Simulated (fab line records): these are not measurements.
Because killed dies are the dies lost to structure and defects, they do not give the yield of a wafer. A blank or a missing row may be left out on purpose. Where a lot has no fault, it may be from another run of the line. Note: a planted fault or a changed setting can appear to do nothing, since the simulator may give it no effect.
The tool behind it: which one? / flow gf180mcu / 36 wafers from 12 lots sampled at 4 of the route's 602 steps

WHAT THE GAUGES SHOWED, per wafer
GF_STI_THK_MEAS_30.
lot=L211; measured=day 2 05:59; on=film metro-01; STI_OXIDATION_02_THK (nm)=9.78 9.88 9.89
lot=L212; measured=day 2 11:14; on=film metro-02; STI_OXIDATION_02_THK (nm)=10.03 10.03 10.10
lot=L213; measured=day 2 17:14; on=film metro-04; STI_OXIDATION_02_THK (nm)=10.26 10.22 10.03
lot=L214; measured=day 2 22:25; on=film metro-01; STI_OXIDATION_02_THK (nm)=10.27 10.17 9.99
lot=L215; measured=day 3 02:09; on=film metro-04; STI_OXIDATION_02_THK (nm)=9.76 9.87 9.83
lot=L216; measured=day 3 07:16; on=film metro-04; STI_OXIDATION_02_THK (nm)=9.70 9.68 9.72
lot=L218; measured=day 3 18:11; on=film metro-02; STI_OXIDATION_02_THK (nm)=9.80 9.98 9.79
lot=L219; measured=day 4 02:16; on=film metro-02; STI_OXIDATION_02_THK (nm)=10.41 10.59 10.22
lot=L221; measured=day 4 18:11; on=film metro-01; STI_OXIDATION_02_THK (nm)=10.18 10.30 9.97
lot=L223; measured=day 4 23:21; on=film metro-02; STI_OXIDATION_02_THK (nm)=9.89 9.89 10.05
lot=L227; measured=day 5 20:37; on=film metro-02; STI_OXIDATION_02_THK (nm)=7.92 8.06 7.70
lot=L229; measured=day 6 07:04; on=film metro-01; STI_OXIDATION_02_THK (nm)=7.83 7.68 7.80

GF_PSD_TW_MEAS_11.
lot=L211; measured=day 14 03:04; on=film metro-03; PSD_TW=3200 3192 3195
lot=L212; measured=day 14 08:45; on=film metro-01; PSD_TW=3158 3163 3159
lot=L213; measured=day 14 21:17; on=film metro-04; PSD_TW=3206 3197 3206
lot=L214; measured=day 15 07:14; on=film metro-04; PSD_TW=3228 3207 3226
lot=L215; measured=day 15 12:32; on=film metro-01; PSD_TW=3221 3192 3192
lot=L216; measured=day 15 21:43; on=film metro-03; PSD_TW=3211 3218 3217
lot=L218; measured=day 16 16:26; on=film metro-04; PSD_TW=3193 3195 3202
lot=L219; measured=day 17 02:56; on=film metro-01; PSD_TW=3215 3200 3209
lot=L221; measured=day 18 06:01; on=film metro-01; PSD_TW=3190 3227 3188
lot=L223; measured=day 18 12:50; on=film metro-03; PSD_TW=3230 3219 3223
lot=L227; measured=day 20 05:28; on=film metro-03; PSD_TW=3206 3202 3186
lot=L229; measured=day 20 18:17; on=film metro-01; PSD_TW=3204 3198 3190

TOOL THAT RAN EACH LOT (tool first, then ch and the chambers of the sampled wafers, then the start)
lot=L211; GF_STI_OXIDATION_29=furnace-01 ch 0, day 2 04:35; GF_HV_LDD_STRIP_37=plasma asher-02 ch 0,1, day 11 10:22
lot=L212; GF_STI_OXIDATION_29=furnace-01 ch 0, day 2 09:49; GF_HV_LDD_STRIP_37=plasma asher-02 ch 0,1, day 11 16:40
lot=L213; GF_STI_OXIDATION_29=furnace-01 ch 0, day 2 15:50; GF_HV_LDD_STRIP_37=plasma asher-03 ch 0,1, day 12 04:37
lot=L214; GF_STI_OXIDATION_29=furnace-02 ch 0, day 2 21:01; GF_HV_LDD_STRIP_37=plasma asher-03 ch 0,1, day 12 12:22
lot=L215; GF_STI_OXIDATION_29=furnace-01 ch 0, day 3 00:45; GF_HV_LDD_STRIP_37=plasma asher-02 ch 0,1, day 12 18:42
lot=L216; GF_STI_OXIDATION_29=furnace-02 ch 0, day 3 05:51; GF_HV_LDD_STRIP_37=plasma asher-04 ch 0,1, day 13 02:21
lot=L218; GF_STI_OXIDATION_29=furnace-01 ch 0, day 3 16:46; GF_HV_LDD_STRIP_37=plasma asher-03 ch 0,1, day 13 20:29
lot=L219; GF_STI_OXIDATION_29=furnace-01 ch 0, day 4 00:53; GF_HV_LDD_STRIP_37=plasma asher-02 ch 0,1, day 14 04:52
lot=L221; GF_STI_OXIDATION_29=furnace-01 ch 0, day 4 16:47; GF_HV_LDD_STRIP_37=plasma asher-02 ch 0,1, day 15 07:28
lot=L223; GF_STI_OXIDATION_29=furnace-02 ch 0, day 4 21:56; GF_HV_LDD_STRIP_37=plasma asher-03 ch 0,1, day 15 13:45
lot=L227; GF_STI_OXIDATION_29=furnace-01 ch 0, day 5 19:14; GF_HV_LDD_STRIP_37=plasma asher-02 ch 0,1, day 17 01:27
lot=L229; GF_STI_OXIDATION_29=furnace-01 ch 0, day 6 05:40; GF_HV_LDD_STRIP_37=plasma asher-03 ch 0,1, day 17 14:31
- GF_STI_OXIDATION_29: stabilise 600 s, purge 300 s, target thk 10 nm.
- GF_HV_LDD_STRIP_37: strips in O2/N2.

WHAT THE TOOLS THEMSELVES READ (means of the sampled wafers that have a number; where no wafer has one, the mark that the record gives instead)
GF_STI_OXIDATION_29.
lot=L211; tool=furnace-01; spike tc bottom C (C)=916.5; spike tc centre C (C)=899.9; spike tc lower C (C)=901.4; spike tc top C (C)=911.6; spike tc upper C (C)=901.6; tube center temp C (C)=899.99; tube_center_temp_C_max=901.9; zone power bottom pct (%)=28.2
lot=L212; tool=furnace-01; spike tc bottom C (C)=916.6; spike tc centre C (C)=900.6; spike tc lower C (C)=900.4; spike tc top C (C)=911.9; spike tc upper C (C)=900.6; tube center temp C (C)=899.97; tube_center_temp_C_max=901.9; zone power bottom pct (%)=27.9
lot=L213; tool=furnace-01; spike tc bottom C (C)=917.1; spike tc centre C (C)=900.2; spike tc lower C (C)=899.5; spike tc top C (C)=910.2; spike tc upper C (C)=900.6; tube center temp C (C)=899.95; tube_center_temp_C_max=902.3; zone power bottom pct (%)=27.9
lot=L214; tool=furnace-02; spike tc bottom C (C)=921.1; spike tc centre C (C)=900.6; spike tc lower C (C)=902.8; spike tc top C (C)=910.1; spike tc upper C (C)=901.9; tube center temp C (C)=899.94; tube_center_temp_C_max=902.2; zone power bottom pct (%)=27.3
lot=L215; tool=furnace-01; spike tc bottom C (C)=916.9; spike tc centre C (C)=900.2; spike tc lower C (C)=901.5; spike tc top C (C)=911.6; spike tc upper C (C)=901.0; tube center temp C (C)=900.00; tube_center_temp_C_max=901.9; zone power bottom pct (%)=27.7
lot=L216; tool=furnace-02; spike tc bottom C (C)=921.8; spike tc centre C (C)=900.8; spike tc lower C (C)=903.0; spike tc top C (C)=909.8; spike tc upper C (C)=901.6; tube center temp C (C)=900.01; tube_center_temp_C_max=902.2; zone power bottom pct (%)=27.3
lot=L218; tool=furnace-01; spike tc bottom C (C)=916.9; spike tc centre C (C)=899.1; spike tc lower C (C)=900.7; spike tc top C (C)=911.5; spike tc upper C (C)=900.8; tube center temp C (C)=899.95; tube_center_temp_C_max=902.5; zone power bottom pct (%)=28.0
lot=L219; tool=furnace-01; spike tc bottom C (C)=916.7; spike tc centre C (C)=900.5; spike tc lower C (C)=900.0; spike tc top C (C)=910.0; spike tc upper C (C)=900.3; tube center temp C (C)=899.99; tube_center_temp_C_max=902.3; zone power bottom pct (%)=28.0
lot=L221; tool=furnace-01; spike tc bottom C (C)=917.7; spike tc centre C (C)=899.9; spike tc lower C (C)=901.0; spike tc top C (C)=910.6; spike tc upper C (C)=901.1; tube center temp C (C)=899.93; tube_center_temp_C_max=902.0; zone power bottom pct (%)=27.8
lot=L223; tool=furnace-02; spike tc bottom C (C)=920.9; spike tc centre C (C)=900.7; spike tc lower C (C)=903.3; spike tc top C (C)=910.4; spike tc upper C (C)=901.3; tube center temp C (C)=900.06; tube_center_temp_C_max=902.4; zone power bottom pct (%)=27.2
lot=L227; tool=furnace-01; spike tc bottom C (C)=894.9; spike tc centre C (C)=879.6; spike tc lower C (C)=880.1; spike tc top C (C)=890.4; spike tc upper C (C)=879.9; tube center temp C (C)=878.54; tube_center_temp_C_max=881.6; zone power bottom pct (%)=26.6
lot=L229; tool=furnace-01; spike tc bottom C (C)=894.3; spike tc centre C (C)=878.4; spike tc lower C (C)=879.3; spike tc top C (C)=890.3; spike tc upper C (C)=879.9; tube center temp C (C)=878.49; tube_center_temp_C_max=880.5; zone power bottom pct (%)=26.8

GF_HV_LDD_STRIP_37.
lot=L211; tool=plasma asher-02; drypump motor current A (A)=6.0; heater power w (W)=306; oes product au (a.u.)=0.720; strip time to endpoint s (s)=12.65
lot=L212; tool=plasma asher-02; drypump motor current A (A)=6.0; heater power w (W)=327; oes product au (a.u.)=0.718; strip time to endpoint s (s)=12.60
lot=L213; tool=plasma asher-03; drypump motor current A (A)=5.4; heater power w (W)=317; oes product au (a.u.)=0.719; strip time to endpoint s (s)=12.63
lot=L214; tool=plasma asher-03; drypump motor current A (A)=5.4; heater power w (W)=324; oes product au (a.u.)=0.719; strip time to endpoint s (s)=12.59
lot=L215; tool=plasma asher-02; drypump motor current A (A)=6.0; heater power w (W)=305; oes product au (a.u.)=0.712; strip time to endpoint s (s)=12.59
lot=L216; tool=plasma asher-04; drypump motor current A (A)=5.8; heater power w (W)=315; oes product au (a.u.)=0.711; strip time to endpoint s (s)=12.65
lot=L218; tool=plasma asher-03; drypump motor current A (A)=5.5; heater power w (W)=318; oes product au (a.u.)=0.712; strip time to endpoint s (s)=12.63
lot=L219; tool=plasma asher-02; drypump motor current A (A)=6.0; heater power w (W)=306; oes product au (a.u.)=0.715; strip time to endpoint s (s)=12.64
lot=L221; tool=plasma asher-02; drypump motor current A (A)=6.0; heater power w (W)=310; oes product au (a.u.)=0.710; strip time to endpoint s (s)=12.60
lot=L223; tool=plasma asher-03; drypump motor current A (A)=5.5; heater power w (W)=339; oes product au (a.u.)=0.714; strip time to endpoint s (s)=12.58
lot=L227; tool=plasma asher-02; drypump motor current A (A)=6.0; heater power w (W)=310; oes product au (a.u.)=0.716; strip time to endpoint s (s)=12.61
lot=L229; tool=plasma asher-03; drypump motor current A (A)=5.5; heater power w (W)=341; oes product au (a.u.)=0.717; strip time to endpoint s (s)=12.61

THE ANSWER, worked out from the rows above alone
Rule: what is usual is taken from the lots themselves. The widest of any qualifying gaps counts: lots, ordered by their means at a reading, are off when they make up no more than a third of the lots, leave a main group of 4 or more, and stand apart from it by 3 or more times the standard deviation of that group's means. A main group whose means are all the same, to the digits that the tables above print for the reading, isn't used. A lot without any number at a reading at which 4 lots or more have one is off too. The other lots that the step has rows for count as sound. First the gauges in route order, then the tools' own readings, where a lot's mean is used as printed above. At the first step where some lot is off, the reading lying furthest off is the one used; lots without a number count as furthest.
Off: L227, L229, seen at GF_STI_THK_MEAS_30 (STI_OXIDATION_02_THK). The main group: mean 10.01 nm, standard deviation 0.2.
If a tool, at a process step before that reading, ran all the lots that are off and no sound lot after the first of them, it fits. Not tried: the gauges at GF_STI_THK_MEAS_30; whatever is off there is also off at GF_STI_OXIDATION_29, on other tools, and gauge error can't account for it. One fits: furnace-01 at GF_STI_OXIDATION_29. Its last sound lot is L221 (day 4 16:47), its first lot that is off L227 (day 5 19:14): a fault that began between those two fits.
The tool's own readings at GF_STI_OXIDATION_29 bear it out: on the lots that are off they differ by more than 5 times the standard deviation of the sound lots' means. spike tc bottom C reads 894.6 C there against 918.2 C on the sound lots; spike tc centre C reads 879.0 C there against 900.2 C on the sound lots; spike tc lower C reads 879.7 C there against 901.4 C on the sound lots; spike tc top C reads 890.3 C there against 910.8 C on the sound lots; spike tc upper C reads 879.9 C there against 901.1 C on the sound lots; tube center temp C reads 878.51 C there against 899.98 C on the sound lots; tube_center_temp_C_max reads 881.0 there against 902.2 on the sound lots.

WHAT HAD BEEN PUT IN BY THE SIMULATOR
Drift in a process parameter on furnace-01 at GF_STI_OXIDATION_29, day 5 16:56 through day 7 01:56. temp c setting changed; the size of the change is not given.
Shown lots that were struck: L227, L229. Same finding as the rule above.
